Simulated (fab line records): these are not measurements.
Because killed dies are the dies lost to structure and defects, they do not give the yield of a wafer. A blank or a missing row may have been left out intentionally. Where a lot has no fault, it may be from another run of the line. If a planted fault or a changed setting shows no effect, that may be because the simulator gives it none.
fab line records :: flow sky130
record
  lots=4
  wafers=12
  lastDay=50
route steps=708 shown METAL3@565 VIA3@573 METAL4@598 CAP2M@603 PAD_OPEN@708
lots with no fault: from the same line, run without faults
startH: start of the lot's first displayed wafer, in hours after the record's first day :: waitH: hours from the lot's prior step to this one :: " as in the row above :: L1.1+2: one row covering several wafers at once :: - no value, or no start was given :: * or withheld: withheld :: < > ~ a bound
route shown NAME@n: NAME is a module with steps in the file, n the number in the route of the first one :: usual: the fault-free wafers' mean and standard deviation :: same: alike in all rows :: chamber/n: place in a boat :: sites: the reading at each site :: _std_site: how widely they spread, as a standard deviation :: _edge_site: inner sites' mean taken away from outer sites' mean :: radiusMm: for every site, how far away it sits from the centre of the wafer :: mask NAME#n: copy n :: behind: tool/chamber where the wafer was last shaped :: hold: what put the lot on hold/how long, in hours/how the hold closed :: device: whichever transistor did not switch (one of n, p or np) :: end of line: the same wafers' tests at the end of the route :: step lacking rows: just its recipe :: killed: not the wafer's yield, but the dies lost to structure and defects at the first sort :: map: the dies of a wafer, with x for killed, . for not killed, _ for no die there
set.NAME: the setting the step ran with; set.NAME@STEP: the setting that earlier step ran with :: model.NAME: the simulator's own value behind a step, which no gauge read
lots at selected steps of the route; one table per step, one row per wafer
services: the hour from which a tool's chamber was out of use, counted from the record's first day as startH (under 0 if before that day), plus the number of hours and why
## steps
# step SKY_METAL3_DESCUM_15
# recipe
  chemistry=O2
  sourcePowerW=150
  biasPowerW=0
  pressureMtorr=10
  tempC=40
  timeS=8
# step SKY_METAL3_ETCH_16
# recipe
  chemistry=N2/H2
  target=BARC
  ionEnergyEv=200
  biasW=100
  pressureMtorr=30
  n2FlowSccm=100
  h2FlowSccm=200
  icpW=500
  stopOn=SiO2
  timeS=88.2
  targetDepthA=600
# step SKY_METAL3_ETCH_17
# recipe
  target=SiO2
  stopOn=TiN
  chemistry=C4F8/O2/Ar
  sourceW=1500
  biasW=1200
  pressureMtorr=40
  c4f8FlowSccm=withheld
  O2_flow_sccm=6
  Ar_flow_sccm=300
  timeS=3.9
  targetDepthA=150
# step SKY_METAL3_METAL_ETCH_18
# recipe
  targetDepthA=8450
  stopOn=SiO2
  overEtchFrac=0.3
  timeS=183.1
  chemistry=Cl2/BCl3
  resistSidewallDeg=88
  pressureMtorr=10
  icpW=900
  biasW=48.5
  Cl2_flow_sccm=60
  bcl3FlowSccm=30
# step SKY_METAL3_STRIP_19
# recipe
  chemistry=O2/N2
  powerW=1400
  pressureMtorr=1500
  platenTempC=withheld
  o2FlowSccm=3000
  n2FlowSccm=300
  overashFraction=0.5
# step SKY_METAL3_STRIP_20
# recipe
  chemistry=postEtchResidueRemover
  timeS=1200
  tempC=72.5
# step SKY_METAL3_CLEAN_21
# recipe
  chemistry=IPA
  timeS=180
  tempC=25
# step SKY_METAL3_CLEAN_22
# recipe
  chemistry=O3/DIW
  dry=n2Spin
# step SKY_VIA3_HDPCVD_00
# recipe
  material=SiO2
  targetThkNm=1635
  sigmaOpenFrac=0.3
  timeS=272.5
  tempC=400
  sih4FlowSccm=60
  pressureMtorr=6
# step SKY_VIA3_CMP_02
# recipe
  material=SiO2
  downForcePsi=4
  platenRpm=60
  padVelocityMS=0.94248
# usual
  motorCurrentA=12.0/1.3
lot.wafer: L140.2
tool: cmp-01
chamber: 2
startH: 983.12
waitH: 0.0
motorCurrentA: 10.4
model.SiO2_of_VIA3_HDPCVD_00.thkNm: 463.8

lot.wafer: L140.5
tool: cmp-01
chamber: 2
startH: 983.12
waitH: 0.0
motorCurrentA: 10.6
model.SiO2_of_VIA3_HDPCVD_00.thkNm: 464.7

lot.wafer: L140.6
tool: cmp-01
chamber: 3
startH: 983.12
waitH: 0.0
motorCurrentA: 10.6
model.SiO2_of_VIA3_HDPCVD_00.thkNm: 466

lot.wafer: L143.1
tool: cmp-02
chamber: 2
startH: 1001.02
waitH: 0.1
motorCurrentA: 13.1
model.SiO2_of_VIA3_HDPCVD_00.thkNm: 463.8

lot.wafer: L143.4
tool: cmp-02
chamber: 1
startH: 1001.02
waitH: 0.1
motorCurrentA: 11.8
model.SiO2_of_VIA3_HDPCVD_00.thkNm: 466.3

lot.wafer: L143.5
tool: cmp-02
chamber: 2
startH: 1001.02
waitH: 0.1
motorCurrentA: 13.4
model.SiO2_of_VIA3_HDPCVD_00.thkNm: 463.3

lot.wafer: L146.1
tool: cmp-01
chamber: 0
startH: 1025.70
waitH: 0.1
motorCurrentA: 12.3
model.SiO2_of_VIA3_HDPCVD_00.thkNm: 466

lot.wafer: L146.5
tool: cmp-01
chamber: 3
startH: 1025.70
waitH: 0.1
motorCurrentA: 10.3
model.SiO2_of_VIA3_HDPCVD_00.thkNm: 430.9

lot.wafer: L146.6
tool: cmp-01
chamber: 0
startH: 1025.70
waitH: 0.1
motorCurrentA: 11.4
model.SiO2_of_VIA3_HDPCVD_00.thkNm: 465.4

lot.wafer: L150.3
tool: cmp-01
chamber: 1
startH: 1049.99
waitH: 0.0
motorCurrentA: 12.2
model.SiO2_of_VIA3_HDPCVD_00.thkNm: 465.1

lot.wafer: L150.6
tool: cmp-01
chamber: 1
startH: 1049.99
waitH: 0.0
motorCurrentA: 12.3
model.SiO2_of_VIA3_HDPCVD_00.thkNm: 465.1

lot.wafer: L150.5
tool: cmp-01
chamber: 2
startH: 1049.99
waitH: 0.0
motorCurrentA: 11.0
model.SiO2_of_VIA3_HDPCVD_00.thkNm: 429.5
# step SKY_VIA3_DEHYDRATE_04
# recipe
  tempC=200
  timeS=60
# step SKY_VIA3_HMDS_05
# recipe
  primeTimeS=60
  primeTempC=120
# step SKY_VIA3_COAT_06
# recipe
  resist=BARC
  tempC=withheld
  timeS=withheld
  spinRpm=3000
  resistThkNm=60
# step SKY_VIA3_COAT_07
# recipe
  resist=KrF-thick
  spinRpm=3000
  resistThkNm=450
# step SKY_VIA3_SOFTBAKE_08
# recipe
  tempC=100
  timeS=90
  resist=KrF-thick
# step SKY_VIA3_EXPOSE_09
# recipe
  maskId=VIM3
  na=0.8
  sourceShape=annular
  sigmaInner=0.55
  sigmaOuter=0.85
  targetCdNm=200
  doseMj=38
# step SKY_VIA3_PEB_10
# recipe
  pebTempC=withheld
  pebTimeS=withheld
  resist=KrF-thick
# step SKY_VIA3_DEVELOP_11
# recipe
  developTimeS=60
  resist=KrF-thick
  devTempC=21
# step SKY_VIA3_ETCH_14
# recipe
  chemistry=N2/H2
  target=BARC
  ionEnergyEv=200
  sourceW=500
  biasW=100
  pressureMtorr=30
  n2FlowSccm=100
  h2FlowSccm=200
  stopOn=SiO2
  timeS=45.9
  targetDepthA=600
# step SKY_VIA3_ETCH_15
# recipe
  target=SiO2
  chemistry=C4F8/O2/Ar
  targetDepthNm=507
  stopOn=TiN
  maskMaterial=KrF-thick
  sourceW=1500
  biasW=1200
  pressureMtorr=40
  c4f8FlowSccm=withheld
  O2_flow_sccm=6
  Ar_flow_sccm=300
  timeS=78
# usual
  oesProductAu=0.946/0.0048
lot.wafer: L140.2
tool: rieDiel-02
chamber: 1
startH: 1007.44
waitH: 0.0
oesProductAu: 0.939
rfHoursCounterH: 18
model.VIA3.featureDepthNm: 463.8
model.etch.depthNm: 463.8

lot.wafer: L140.5
tool: rieDiel-02
chamber: 2
startH: 1007.44
waitH: 0.0
oesProductAu: 0.953
rfHoursCounterH: -
model.VIA3.featureDepthNm: 464.7
model.etch.depthNm: 464.7

lot.wafer: L140.6
tool: rieDiel-02
chamber: 1
startH: 1007.44
waitH: 0.0
oesProductAu: 0.944
rfHoursCounterH: -
model.VIA3.featureDepthNm: 466
model.etch.depthNm: 466

lot.wafer: L143.1
tool: rieDiel-04
chamber: 3
startH: 1024.52
waitH: 0.0
oesProductAu: 0.940
rfHoursCounterH: 10
model.VIA3.featureDepthNm: 463.8
model.etch.depthNm: 463.8

lot.wafer: L143.4
tool: rieDiel-04
chamber: 2
startH: 1024.52
waitH: 0.0
oesProductAu: 0.943
rfHoursCounterH: 27
model.VIA3.featureDepthNm: 466.3
model.etch.depthNm: 466.3

lot.wafer: L143.5
tool: rieDiel-04
chamber: 1
startH: 1024.52
waitH: 0.0
oesProductAu: 0.943
rfHoursCounterH: -
model.VIA3.featureDepthNm: 463.3
model.etch.depthNm: 463.3

lot.wafer: L146.1
tool: rieDiel-04
chamber: 3
startH: 1048.77
waitH: 0.0
oesProductAu: 0.950
rfHoursCounterH: 11
model.VIA3.featureDepthNm: 466
model.etch.depthNm: 466

lot.wafer: L146.5
tool: rieDiel-04
chamber: 2
startH: 1048.77
waitH: 0.0
oesProductAu: 0.902
rfHoursCounterH: -
model.VIA3.featureDepthNm: 430.9
model.etch.depthNm: 430.9

lot.wafer: L146.6
tool: rieDiel-04
chamber: 1
startH: 1048.77
waitH: 0.0
oesProductAu: 0.944
rfHoursCounterH: -
model.VIA3.featureDepthNm: 465.4
model.etch.depthNm: 465.4

lot.wafer: L150.3
tool: rieDiel-04
chamber: 3
startH: 1072.40
waitH: 0.0
oesProductAu: 0.953
rfHoursCounterH: 12
model.VIA3.featureDepthNm: 465.1
model.etch.depthNm: 465.1

lot.wafer: L150.5
tool: rieDiel-04
chamber: 3
startH: 1072.40
waitH: 0.0
oesProductAu: 0.897
rfHoursCounterH: -
model.VIA3.featureDepthNm: 429.5
model.etch.depthNm: 429.5

lot.wafer: L150.6
tool: rieDiel-04
chamber: 0
startH: 1072.40
waitH: 0.0
oesProductAu: 0.945
rfHoursCounterH: -
model.VIA3.featureDepthNm: 465.1
model.etch.depthNm: 465.1
# step SKY_VIA3_STRIP_16
# recipe
  chemistry=O2/N2
  powerW=1400
  pressureMtorr=1500
  platenTempC=withheld
  o2FlowSccm=3000
  n2FlowSccm=300
  overashFraction=0.5
# step SKY_VIA3_STRIP_17
# recipe
  chemistry=postEtchResidueRemover
  timeS=1200
  tempC=72.5
# step SKY_VIA3_CLEAN_18
# recipe
  chemistry=IPA
  timeS=180
  tempC=25
# step SKY_VIA3_CLEAN_19
# recipe
  chemistry=O3/DIW
  dry=n2Spin
# step SKY_VIA3_SPUTTER_20
# recipe
  material=TiN
  targetThkNm=20
  chamberPressurePa=5
  powerW=4000
  timeS=80
# step SKY_VIA3_CVD_21
# recipe
  material=W
  targetThkNm=390
  timeS=117.31
  tempC=400
  pressureTorr=40
# step SKY_VIA3_CMP_24
# recipe
  stopOn=SiO2
  tOverpolishS=20
  downForcePsi=3.5
  platenRpm=60
  targetThkNm=0
  padVelocityMS=0.94248
# step SKY_METAL4_SPUTTER_00
# recipe
  material=Ti
  targetThkNm=15
  powerW=3000
  timeS=10
  chamberPressurePa=0.4
# step SKY_METAL4_SPUTTER_01
# recipe
  material=TiN
  targetThkNm=20
  powerW=6500
  timeS=16.7
  chamberPressurePa=0.4
# step SKY_METAL4_SPUTTER_02
# recipe
  material=AlCu
  targetThkNm=735
  powerW=10600
  timeS=39.1
  chamberPressurePa=0.4
# step SKY_METAL4_SPUTTER_03
# recipe
  material=Ti
  targetThkNm=5
  powerW=3000
  timeS=3.3
  chamberPressurePa=0.4
# step SKY_METAL4_SPUTTER_04
# recipe
  material=TiN
  targetThkNm=70
  powerW=6500
  timeS=58.3
  chamberPressurePa=0.4
# step SKY_CAP2M_CVD_00
# recipe
  material=SiO2
  targetThkNm=15.5
  tempC=400
  timeS=withheld
  rfW=450
# step SKY_METAL4_METAL_ETCH_18
# recipe
  targetDepthA=8450
  stopOn=SiO2
  overEtchFrac=0.3
  timeS=183.1
  chemistry=Cl2/BCl3
  resistSidewallDeg=88
  pressureMtorr=10
  icpW=900
  biasW=48.5
  Cl2_flow_sccm=60
  bcl3FlowSccm=30
# usual
  drypumpMotorCurrentA=5.5/0.37
  oesProductAu=0.865/0.0055
  throttleValvePct=22.264/0.0092
lot.wafer: L140.2
tool: rieMetal-01
chamber: 0
startH: 1055.78
waitH: 0.0
drypumpMotorCurrentA: 5.6
oesProductAu: 0.867
rfHoursCounterH: 19
throttleValvePct: 22.249
model.SiO2_of_VIA3_HDPCVD_00.thkNm: 434

lot.wafer: L140.5
tool: rieMetal-01
chamber: 0
startH: 1055.78
waitH: 0.0
drypumpMotorCurrentA: 5.6
oesProductAu: 0.861
rfHoursCounterH: -
throttleValvePct: 22.243
model.SiO2_of_VIA3_HDPCVD_00.thkNm: 434.7

lot.wafer: L140.6
tool: rieMetal-01
chamber: 1
startH: 1055.78
waitH: 0.0
drypumpMotorCurrentA: 5.4
oesProductAu: 0.870
rfHoursCounterH: -
throttleValvePct: 22.275
model.SiO2_of_VIA3_HDPCVD_00.thkNm: 437

lot.wafer: L143.1
tool: rieMetal-01
chamber: 0
startH: 1071.81
waitH: 0.0
drypumpMotorCurrentA: 5.5
oesProductAu: 0.872
rfHoursCounterH: 20
throttleValvePct: 22.269
model.SiO2_of_VIA3_HDPCVD_00.thkNm: 433.9

lot.wafer: L143.4
tool: rieMetal-01
chamber: 0
startH: 1071.81
waitH: 0.0
drypumpMotorCurrentA: 5.5
oesProductAu: 0.864
rfHoursCounterH: -
throttleValvePct: 22.262
model.SiO2_of_VIA3_HDPCVD_00.thkNm: 436.5

lot.wafer: L143.5
tool: rieMetal-01
chamber: 1
startH: 1071.81
waitH: 0.0
drypumpMotorCurrentA: 5.4
oesProductAu: 0.867
rfHoursCounterH: -
throttleValvePct: 22.279
model.SiO2_of_VIA3_HDPCVD_00.thkNm: 434.4

lot.wafer: L146.1
tool: rieMetal-03
chamber: 1
startH: 1094.05
waitH: 0.0
drypumpMotorCurrentA: 6.1
oesProductAu: 0.861
rfHoursCounterH: 1
throttleValvePct: 22.264
model.SiO2_of_VIA3_HDPCVD_00.thkNm: 435.6

lot.wafer: L146.5
tool: rieMetal-03
chamber: 1
startH: 1094.05
waitH: 0.0
drypumpMotorCurrentA: 6.2
oesProductAu: 0.868
rfHoursCounterH: -
throttleValvePct: 22.259
model.SiO2_of_VIA3_HDPCVD_00.thkNm: 400.4

lot.wafer: L146.6
tool: rieMetal-03
chamber: 0
startH: 1094.05
waitH: 0.0
drypumpMotorCurrentA: 5.0
oesProductAu: 0.859
rfHoursCounterH: -
throttleValvePct: 22.256
model.SiO2_of_VIA3_HDPCVD_00.thkNm: 436.2

lot.wafer: L150.3
tool: rieMetal-03
chamber: 1
startH: 1115.96
waitH: 0.1
drypumpMotorCurrentA: 6.2
oesProductAu: 0.865
rfHoursCounterH: -
throttleValvePct: 22.262
model.SiO2_of_VIA3_HDPCVD_00.thkNm: 434.8

lot.wafer: L150.5
tool: rieMetal-03
chamber: 0
startH: 1115.96
waitH: 0.1
drypumpMotorCurrentA: 5.0
oesProductAu: 0.868
rfHoursCounterH: -
throttleValvePct: 22.261
model.SiO2_of_VIA3_HDPCVD_00.thkNm: 400.1

lot.wafer: L150.6
tool: rieMetal-03
chamber: 1
startH: 1115.96
waitH: 0.1
drypumpMotorCurrentA: 6.1
oesProductAu: 0.866
rfHoursCounterH: -
throttleValvePct: 22.255
model.SiO2_of_VIA3_HDPCVD_00.thkNm: 434.6
# step SKY_PAD_OPEN_PROBE_99
# usual
  defectLimitedYield=81.9/2
  killed_at_M0_to_M3=43/6.5
  killed_at_M4_up=3.2/1.8
  killedAtContacts=26/5.2
  killedAtFrontEnd=16/4.8
  killedAtOther=0.3/0.6
  killedDies=89/9.6
  killedOpen=48/7.1
  killedShort=40/6.4
  sort_bin_3_pad_short=0.9/0.37
  sort_bin_5_function=10.7/1.4
  sort_bin_6_memory=6.5/1.2
  sortNPass=403/9.6
  sortYieldPct=81.9/2
# same
  grossDies=492
  killedAtBackSide=0
  sort_bin_4_leakage[%]=0
  sort_bin_8_speed[%]=0
lot.wafer: L140.6
tool: prober-01
chamber: -
startH: 1143.30
waitH: 0.2
defectLimitedYield[%]: 80.5
killed_at_M0_to_M3: 34
killed_at_M4_up: 0
killedAtContacts: 34
killedAtFrontEnd: 28
killedAtOther: 0
killedDies: 96
killedOpen: 62
killedShort: 34
sort_bin_3_pad_short[%]: 0.4
sort_bin_5_function[%]: 11.8
sort_bin_6_memory[%]: 7.3
sortNPass: 396
sortYieldPct[%]: 80.5

lot.wafer: L143.1
tool: prober-02
chamber: -
startH: 1156.10
waitH: 0.1
defectLimitedYield[%]: 83.9
killed_at_M0_to_M3: 43
killed_at_M4_up: 1
killedAtContacts: 23
killedAtFrontEnd: 12
killedAtOther: 0
killedDies: 79
killedOpen: 45
killedShort: 34
sort_bin_3_pad_short[%]: 0.6
sort_bin_5_function[%]: 9.3
sort_bin_6_memory[%]: 6.1
sortNPass: 413
sortYieldPct[%]: 83.9

lot.wafer: L143.4
tool: prober-02
chamber: -
startH: 1156.25
waitH: 0.2
defectLimitedYield[%]: 78.0
killed_at_M0_to_M3: 54
killed_at_M4_up: 5
killedAtContacts: 29
killedAtFrontEnd: 20
killedAtOther: 0
killedDies: 108
killedOpen: 63
killedShort: 44
sort_bin_3_pad_short[%]: 1.0
sort_bin_5_function[%]: 13.0
sort_bin_6_memory[%]: 7.9
sortNPass: 384
sortYieldPct[%]: 78.0

lot.wafer: L143.5
tool: prober-02
chamber: -
startH: 1156.30
waitH: 0.2
defectLimitedYield[%]: 81.9
killed_at_M0_to_M3: 50
killed_at_M4_up: 1
killedAtContacts: 27
killedAtFrontEnd: 11
killedAtOther: 0
killedDies: 89
killedOpen: 51
killedShort: 37
sort_bin_3_pad_short[%]: 1.2
sort_bin_5_function[%]: 11.4
sort_bin_6_memory[%]: 5.5
sortNPass: 403
sortYieldPct[%]: 81.9

lot.wafer: L146.1
tool: prober-01
chamber: -
startH: 1174.75
waitH: 0.1
defectLimitedYield[%]: 83.9
killed_at_M0_to_M3: 43
killed_at_M4_up: 0
killedAtContacts: 27
killedAtFrontEnd: 8
killedAtOther: 1
killedDies: 79
killedOpen: 36
killedShort: 42
sort_bin_3_pad_short[%]: 1.0
sort_bin_5_function[%]: 9.6
sort_bin_6_memory[%]: 5.5
sortNPass: 413
sortYieldPct[%]: 83.9

lot.wafer: L146.5
tool: prober-01
chamber: -
startH: 1174.95
waitH: 0.2
defectLimitedYield[%]: 82.3
killed_at_M0_to_M3: 41
killed_at_M4_up: 2
killedAtContacts: 27
killedAtFrontEnd: 17
killedAtOther: 0
killedDies: 87
killedOpen: 48
killedShort: 39
sort_bin_3_pad_short[%]: 0.8
sort_bin_5_function[%]: 9.3
sort_bin_6_memory[%]: 7.5
sortNPass: 405
sortYieldPct[%]: 82.3

lot.wafer: L146.6
tool: prober-01
chamber: -
startH: 1175.00
waitH: 0.2
defectLimitedYield[%]: 81.5
killed_at_M0_to_M3: 36
killed_at_M4_up: 3
killedAtContacts: 37
killedAtFrontEnd: 15
killedAtOther: 0
killedDies: 91
killedOpen: 42
killedShort: 49
sort_bin_3_pad_short[%]: 1.4
sort_bin_5_function[%]: 10.4
sort_bin_6_memory[%]: 6.7
sortNPass: 401
sortYieldPct[%]: 81.5
# killed by level:class
L140.6 VIA2:geometricParticle:open=13 FIELD_ISO:geometricParticle:short=9 VIA1:geometricParticle:open=9 LI_CONTACT:geometricParticle:open=9 CONTACT:geometricParticle:open=9 FIELD_ISO:geometricParticle:open=7 VIA3:geometricParticle:open=6 LOCAL_INTERCONNECT:geometricParticle:short=5
L143.1 VIA1:geometricParticle:open=10 CONTACT:geometricParticle:open=8 VIA2:geometricParticle:open=7 VIA3:geometricParticle:open=7 VIA1:geometricParticle:short=6 LI_CONTACT:geometricParticle:short=5 POLY_GATE:geometricParticle:short=4 LI_CONTACT:geometricParticle:open=4
L143.4 VIA1:geometricParticle:open=12 CONTACT:geometricParticle:open=11 VIA2:geometricParticle:open=8 VIA3:geometricParticle:open=8 LOCAL_INTERCONNECT:geometricParticle:short=7 METAL1:geometricParticle:short=6 FIELD_ISO:geometricParticle:open=5 LI_CONTACT:geometricParticle:open=5
L143.5 VIA1:geometricParticle:open=15 CONTACT:geometricParticle:open=12 CONTACT:geometricParticle:short=6 VIA3:geometricParticle:open=6 POLY_GATE:geometricParticle:open=4 LI_CONTACT:geometricParticle:open=4 LOCAL_INTERCONNECT:geometricParticle:short=4 METAL1:geometricParticle:short=4
L146.1 CONTACT:geometricParticle:open=9 LI_CONTACT:geometricParticle:open=7 VIA1:geometricParticle:short=7 METAL2:geometricParticle:short=6 CONTACT:geometricParticle:short=5 METAL1:geometricParticle:short=5 METAL3:geometricParticle:short=5 VIA3:geometricParticle:open=5
L146.5 VIA1:geometricParticle:open=14 CONTACT:geometricParticle:open=9 LI_CONTACT:geometricParticle:open=9 POLY_GATE:geometricParticle:short=8 METAL1:geometricParticle:short=8 METAL2:geometricParticle:short=5 LOCAL_INTERCONNECT:geometricParticle:short=5 POLY_CUT:geometricParticle:short=4
L146.6 VIA1:geometricParticle:open=10 LI_CONTACT:geometricParticle:open=9 CONTACT:geometricParticle:open=8 POLY_GATE:geometricParticle:short=7 LI_CONTACT:geometricParticle:short=6 CONTACT:geometricParticle:short=6 FIELD_ISO:geometricParticle:open=5 LOCAL_INTERCONNECT:geometricParticle:short=5
## services
tool: cmp-01
chamber: -
startH: 966.31
hours: 6.5
kind: pm

tool: rieDiel-02
chamber: 1
startH: 969.98
hours: 3.9
kind: repair

tool: cmp-02
chamber: -
startH: 973.02
hours: 6.3
kind: pm

tool: cmp-01
chamber: -
startH: 999.58
hours: 1.9
kind: repair

tool: cmp-02
chamber: -
startH: 1006.54
hours: 0.9
kind: repair

tool: cmp-01
chamber: -
startH: 1014.91
hours: 2.5
kind: repair

tool: cmp-01
chamber: -
startH: 1023.99
hours: 0.9
kind: repair

tool: rieMetal-03
chamber: 1
startH: 1057.75
hours: -
kind: clean

tool: rieMetal-03
chamber: 1
startH: 1057.75
hours: 20.1
kind: scheduledDown

tool: rieMetal-03
chamber: 1
startH: 1057.75
hours: 20.1
kind: ventCycle

tool: rieDiel-02
chamber: 3
startH: 1063.06
hours: 1.8
kind: repair

tool: cmp-01
chamber: -
startH: 1084.00
hours: 4.0
kind: pm

tool: cmp-01
chamber: -
startH: 1088.00
hours: -
kind: consumableReplace:conditioner

tool: cmp-01
chamber: -
startH: 1088.00
hours: -
kind: consumableReplace:pad

tool: rieDiel-02
chamber: 0
startH: 1091.65
hours: 11.8
kind: repair

tool: cmp-01
chamber: -
startH: 1107.15
hours: 3.6
kind: repair

tool: cmp-01
chamber: -
startH: 1110.61
hours: 1.3
kind: repair
## key
firstSign
  step=SKY_VIA3_ETCH_15
  reading=oesProductAu
  direction=down
  sigmas=9.8
  usual=0.946
  struck=0.899
effect none on later readings
modelEffect
  step=SKY_VIA3_CMP_02
  value=SiO2_of_VIA3_HDPCVD_00.thkNm
  without=465.1
  struck=430.2
modelEffect
  step=SKY_VIA3_ETCH_15
  value=VIA3.featureDepthNm
  without=465.1
  struck=430.2
modelEffect
  step=SKY_METAL4_METAL_ETCH_18
  value=SiO2_of_VIA3_HDPCVD_00.thkNm
  without=435.1
  struck=400.2
metAt SKY_VIA3_CMP_02
struckWafers L146.5,L150.5
onsetBetween 983.12 1025.70
fault
  kind=processParameterDrift
  tool=cmp-01
  chamber=-
  onsetH=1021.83
  steps=SKY_VIA3_CMP_02
  channel=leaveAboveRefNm
  offset=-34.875
  shape=step
  endH=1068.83
  scope=struckWafersOnly
  actsIn=theseRecipesOnly
  stated=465
